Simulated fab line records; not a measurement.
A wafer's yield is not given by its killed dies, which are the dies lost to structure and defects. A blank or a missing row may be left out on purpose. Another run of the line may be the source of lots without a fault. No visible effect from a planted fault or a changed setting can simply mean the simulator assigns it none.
Problem report, 8D (eight disciplines) form, completed by code || flow gf180mcu || the parts of the form that need people (team, actions taken, sign-off) are left out

## 1. WHAT WENT WRONG
Wafers without a fault read 280.1 nm, standard deviation 0.87; cd_nm at GF_M3_CD_MEAS_14 reads a mean of 255.8 nm on 4 wafers belonging to 2 lots. Measured from the usual mean, that is -28 standard deviations.
The step: target cd 280 nm.
Earliest sighting: wafer L832.1 on cd_sem-01 at day 25 15:08. At this step, 36 wafers from 12 lots have a number in the record. The rule behind "out" and "out of limits": a value lying over 4 standard deviations away from the usual mean. All remaining wafers that have a number are taken as sound.

## 2. WHAT IT IS, AND WHAT IT ISN'T
{"question": "which readings at this step", "is": "cd_nm", "is not": "-"}
{"question": "which lots", "is": "L832, L834", "is not": "L820, L822, L823, L831, L833, L837, L840, L841, L842, L843"}
{"question": "which wafers of those lots", "is": "L832.1, L832.5, L834.1, L834.5", "is not": "L832.2, L834.6"}
{"question": "read on which gauges", "is": "cd_sem-01, cd_sem-02", "is not": "-"}
{"question": "when", "is": "from day 25 15:08", "is not": "up to then (13 sound wafers); but 19 sound wafers of L833, L834, L837, L840, L841, L842, L843 came after"}

## 3. THE SUSPECTS, EACH WITH WHAT RULES IT OUT
Counting: a tool at a process step up to the reading stays a suspect if it ran every lot that is out. Sound lots after the first of them don't rule it out here, since some wafers of a struck lot are sound.
- the gauge at GF_M3_CD_MEAS_14 has been ruled out. 2 gauges (cd_sem-01, cd_sem-02) read the wafers that are out.
- krf_scanner-01 at GF_M3_EXPOSE_11 (exposes mask Metal3, target cd 280 nm): kept. It ran every lot that is out, first L832 (day 25 04:10); its last sound lot up to then is L823 (day 21 20:17).
Remaining after the count: krf_scanner-01 at GF_M3_EXPOSE_11.

## 4. THE CAUSE (what the simulator had put in)
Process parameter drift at GF_M3_EXPOSE_11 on krf_scanner-01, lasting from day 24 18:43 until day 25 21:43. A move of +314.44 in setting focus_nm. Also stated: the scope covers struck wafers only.
Counting left only this tool.

## 5. THE EFFECT CHAIN, in route order
Each row: a reading whose mean over the struck wafers that have a number lies more than 3 standard deviations from the usual. Readings are gone through only where the record gives a usual standard deviation; hours: the median, over the lots, of the time from a lot's start at the first step in this table giving one to that lot's start at this step; sigmas: the change measured in usual standard deviations.
{"hours": 0, "step": "GF_M3_CD_MEAS_14", "reading": "cd_nm", "usual": "280.1 nm", "on struck wafers": 255.8, "change": -24.3, "sigmas": -28}

## 6. HOW IT WOULD HAVE BEEN CAUGHT EARLIER
Counted from the fault's start at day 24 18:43, it took 20 hours until the first out-of-limits reading at a measuring or inspecting step in this record, taken at day 25 15:08.
Tool readings at GF_M3_EXPOSE_11 with a usual standard deviation given in the record: none out on any struck wafer, hence no alarm at a limit of 4 standard deviations on them.
Of the lots that are out (2), L834 began GF_M3_EXPOSE_11 on krf_scanner-01 after day 25 15:08. Had the tool been put on hold then, it would have been spared.
